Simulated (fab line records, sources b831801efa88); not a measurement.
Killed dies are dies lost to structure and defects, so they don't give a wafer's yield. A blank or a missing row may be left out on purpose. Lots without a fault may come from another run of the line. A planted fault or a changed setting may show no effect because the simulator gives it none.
One fault seen from 2 desks | flow gf180mcu | each desk has only its own numbers; what lay behind them comes last

THE METROLOGY DESK
What the gauges read, lot by lot, whatever tool the lot ran on: means of the sampled wafers that have a number. A lot is out of limits, marked OUT, if its mean lies more than 4 standard deviations from the usual mean; the brackets give that distance.
Columns: A = V1_CVD_00_THK at GF_V1_THK_MEAS_01, usual 616 nm
lot  | first seen here | A
L370 | day 17 03:28    | 612
L371 | day 17 10:51    | 617
L372 | day 17 20:25    | 620
L374 | day 18 19:04    | 621
L375 | day 19 02:20    | 622
L376 | day 19 09:14    | 608
L377 | day 19 18:41    | 621
L378 | day 20 04:53    | 608
L382 | day 22 15:02    | 622
L384 | day 22 21:32    | 621
L387 | day 24 04:08    | 612
L390 | day 24 11:36    | 618
This desk's finding: nothing out of limits on any of the 12 lots.

THE TOOL OWNER'S DESK: litho_track-03
The tool's own readings at GF_HV_LDD_COAT_14 (resist thk 1000 nm): means of the sampled wafers that have a number, for each lot that ran on this tool. A lot is out of limits, marked OUT, if its mean lies more than 4 standard deviations from the usual mean; the brackets give that distance.
Columns: A = spin_speed_rpm at GF_HV_LDD_COAT_14, usual 3000.0 rpm
lot  | first seen here | A
L372 | day 10 23:05    | 3000.6
L374 | day 11 16:59    | 2999.6
L376 | day 12 03:40    | 2999.5
L382 | day 14 20:47    | 3235.8 (+99 or more) OUT
L384 | day 15 03:25    | 3234.3 (+99 or more) OUT
L387 | day 16 10:16    | 3235.3 (+99 or more) OUT
This desk's finding: out of limits on L382, L384, L387; first on L382, day 14 20:47 (spin_speed_rpm at GF_HV_LDD_COAT_14). In limits: L372, L374, L376.

PUT TOGETHER
The tool owner's desk could have raised an alarm at day 14 20:47, on L382, L384, L387.
The metrology desk saw nothing out of limits.
The metrology desk has L382, L384, L387 on record, within its limits.
Of the lots named, all ran GF_HV_LDD_COAT_14 on litho_track-03.

WHAT THE SIMULATOR HAD PUT IN
Process parameter drift: litho_track-03, from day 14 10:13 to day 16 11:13, at GF_HV_LDD_COAT_14. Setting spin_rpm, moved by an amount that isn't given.
Lots struck among those shown: L382, L384, L387.
Hours from the fault's start to each desk's first reading out of limits: the tool owner's desk, 11.
